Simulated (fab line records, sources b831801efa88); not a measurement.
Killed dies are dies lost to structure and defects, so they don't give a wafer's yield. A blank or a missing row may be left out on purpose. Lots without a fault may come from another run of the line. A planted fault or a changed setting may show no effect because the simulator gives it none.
Which tool did it? | flow gf180mcu | 14 lots, 41 wafers sampled, at 4 steps of a route of 602

WHAT THE GAUGES READ, wafer by wafer
GF_MIM_THK_MEAS_06. Usual: MIM_CVD_05_THK 42.0 nm, standard deviation 0.58.
lot  | measured     | on            | MIM_CVD_05_THK (nm) | flag
L754 | day 24 18:53 | film_metro-04 | 41.6 42.3 42.2      |
L756 | day 25 05:37 | film_metro-04 | 42.1 42.3 42.0      |
L755 | day 25 10:04 | film_metro-02 | 41.1 42.2           |
L757 | day 25 12:59 | film_metro-04 | 42.5 42.5           |
L758 | day 25 23:34 | film_metro-01 | 41.1 41.8 42.0      |
L759 | day 26 21:04 | film_metro-01 | 41.4                |
L768 | day 29 04:49 | film_metro-04 | 41.8 42.8 42.2      |
L769 | day 29 14:03 | film_metro-01 | 42.1 42.2 43.2      |
L770 | day 29 23:05 | film_metro-01 | 40.6 40.7 41.1      |
L771 | day 30 03:28 | film_metro-01 | 41.5 41.9 42.5      |
L772 | day 30 07:20 | film_metro-01 | 42.3 42.3 43.0      |
L773 | day 30 17:23 | film_metro-02 | 41.3 41.0 42.2      |
L774 | day 31 02:24 | film_metro-01 | 42.7 42.2 42.5      |
L775 | day 31 09:55 | film_metro-02 | 41.5 40.9 42.6      |

WHICH TOOL RAN EACH LOT (tool, then ch and the chambers of the sampled wafers, then the start)
lot  | GF_V4_CVD_02                    | GF_V4_CMP_26                  | GF_MIM_SPUTTER_04
L754 | pecvd-04 ch 0,1,2, day 23 18:13 | cmp-01 ch 0,1,2, day 24 18:28 | pvd_sputter-02, day 24 18:48
L756 | pecvd-02 ch 0,2, day 24 04:58   | cmp-01 ch 1,2,3, day 25 05:03 | pvd_sputter-03, day 25 05:32
L755 | pecvd-01 ch 0,2, day 24 09:30   | cmp-01 ch 2,3, day 25 09:31   | pvd_sputter-03, day 25 09:59
L757 | pecvd-02 ch 0,2, day 24 12:40   | cmp-01 ch 0,3, day 25 12:25   | pvd_sputter-03, day 25 12:53
L758 | pecvd-04 ch 1,2, day 24 23:44   | cmp-02 ch 0,2,3, day 25 23:00 | pvd_sputter-01, day 25 23:29
L759 | pecvd-01 ch 0,1, day 25 22:08   | cmp-01 ch 2,3, day 26 20:31   | pvd_sputter-02, day 26 20:59
L768 | pecvd-04 ch 0,1,2, day 28 07:32 | cmp-02 ch 1,2, day 29 04:16   | pvd_sputter-02, day 29 04:44
L769 | pecvd-02 ch 0,2, day 28 16:39   | cmp-02 ch 0,1,3, day 29 13:34 | pvd_sputter-02, day 29 13:56
L770 | pecvd-02 ch 0,1,2, day 29 01:54 | cmp-01 ch 0,2,3, day 29 22:31 | pvd_sputter-02, day 29 23:00
L771 | pecvd-01 ch 0,1,2, day 29 05:53 | cmp-01 ch 1,3, day 30 02:53   | pvd_sputter-01, day 30 03:22
L772 | pecvd-02 ch 0,1,2, day 29 10:33 | cmp-02 ch 1,3, day 30 06:49   | pvd_sputter-03, day 30 07:14
L773 | pecvd-02 ch 1,2, day 29 21:39   | cmp-02 ch 0,3, day 30 16:49   | pvd_sputter-02, day 30 17:17
L774 | pecvd-01 ch 1,2, day 30 06:17   | cmp-02 ch 1,2,3, day 31 01:55 | pvd_sputter-01, day 31 02:19
L775 | pecvd-04 ch 0,2, day 30 13:14   | cmp-01 ch 0,1,2, day 31 09:27 | pvd_sputter-03, day 31 09:50
- GF_V4_CVD_02: deposits SiO2 from TEOS, target thk 850 nm, time 94.851 s.
- GF_V4_CMP_26: polishes, stops on SiO2, t overpolish 15 s, target thk 0 nm.
- GF_MIM_SPUTTER_04: material TiN, target thk 50 nm, time 41.7 s.

WHAT THE TOOLS THEMSELVES READ (means of the sampled wafers that have a number; where no wafer has one, the mark that the record gives instead)
GF_V4_CVD_02. Usual: heater_power_w 671 W, standard deviation 110; rf_fwd_power_W 596.8 W, standard deviation 1.9.
lot  | tool     | heater_power_w (W) | rf_fwd_power_W (W) | flag
L754 | pecvd-04 | 601                | 595.6              |
L756 | pecvd-02 | 663                | 597.3              |
L755 | pecvd-01 | 737                | 594.3              |
L757 | pecvd-02 | 634                | 596.9              |
L758 | pecvd-04 | 545                | 595.3              |
L759 | pecvd-01 | 703                | 595.2              |
L768 | pecvd-04 | 593                | 595.6              |
L769 | pecvd-02 | 601                | 596.7              |
L770 | pecvd-02 | 666                | 597.2              |
L771 | pecvd-01 | 706                | 596.5              |
L772 | pecvd-02 | 681                | 598.7              |
L773 | pecvd-02 | 668                | 597.8              |
L774 | pecvd-01 | 725                | 597.1              |
L775 | pecvd-04 | 597                | 595.5              |

GF_V4_CMP_26. Usual: motor_current_A 11.0 A, standard deviation 1.1; overpolish_run_s 14.999 s, standard deviation 0.01; time_to_endpoint_s 82 s, standard deviation 3.6.
lot  | tool   | motor_current_A (A) | overpolish_run_s (s) | time_to_endpoint_s (s) | flag
L754 | cmp-01 | 10.6                | 15.008               | 83                     |
L756 | cmp-01 | 11.1                | 15.000               | 84                     |
L755 | cmp-01 | 11.8                | 10.014               | 98                     | OFF
L757 | cmp-01 | 12.1                | 10.016               | 97                     | OFF
L758 | cmp-02 | 10.7                | 15.004               | 83                     |
L759 | cmp-01 | 11.8                | 7.529                | 106                    | OFF
L768 | cmp-02 | 11.9                | 15.003               | 79                     |
L769 | cmp-02 | 10.3                | 15.001               | 79                     |
L770 | cmp-01 | 11.9                | 14.990               | 85                     |
L771 | cmp-01 | 9.9                 | 14.990               | 88                     |
L772 | cmp-02 | 10.0                | 15.002               | 83                     |
L773 | cmp-02 | 9.7                 | 15.001               | 85                     |
L774 | cmp-02 | 10.8                | 15.001               | 85                     |
L775 | cmp-01 | 10.4                | 15.008               | 83                     |

GF_MIM_SPUTTER_04. Usual: throttle_valve_pct 30.3 %, standard deviation 0.88.
lot  | tool           | throttle_valve_pct (%) | flag
L754 | pvd_sputter-02 | 30.7                   |
L756 | pvd_sputter-03 | 29.2                   |
L755 | pvd_sputter-03 | 29.5                   |
L757 | pvd_sputter-03 | 29.0                   |
L758 | pvd_sputter-01 | 30.9                   |
L759 | pvd_sputter-02 | 31.0                   |
L768 | pvd_sputter-02 | 30.7                   |
L769 | pvd_sputter-02 | 30.9                   |
L770 | pvd_sputter-02 | 30.5                   |
L771 | pvd_sputter-01 | 31.1                   |
L772 | pvd_sputter-03 | 29.5                   |
L773 | pvd_sputter-02 | 30.7                   |
L774 | pvd_sputter-01 | 31.9                   |
L775 | pvd_sputter-03 | 29.7                   |

THE ANSWER, worked out from the rows above alone
Rule: a lot is off if the mean of its wafers that have a number lies more than 3 standard deviations from the usual mean. A lot without any number at a reading at which 4 lots or more have one is off too. The other lots that the step has rows for count as sound. The gauges are gone through in route order, then the tools' own readings, and for those a lot's mean is taken as printed above. The first step at which some lot is off is used, and at that step the reading that is off furthest; a lot without a number counts as furthest.
Off: L755, L757, L759, at GF_V4_CMP_26 (overpolish_run_s).
A tool fits if, at that step or a process step before it, it ran every lot that is off, and no sound lot after the first of them. None of those tried fits.

WHAT THE SIMULATOR HAD PUT IN
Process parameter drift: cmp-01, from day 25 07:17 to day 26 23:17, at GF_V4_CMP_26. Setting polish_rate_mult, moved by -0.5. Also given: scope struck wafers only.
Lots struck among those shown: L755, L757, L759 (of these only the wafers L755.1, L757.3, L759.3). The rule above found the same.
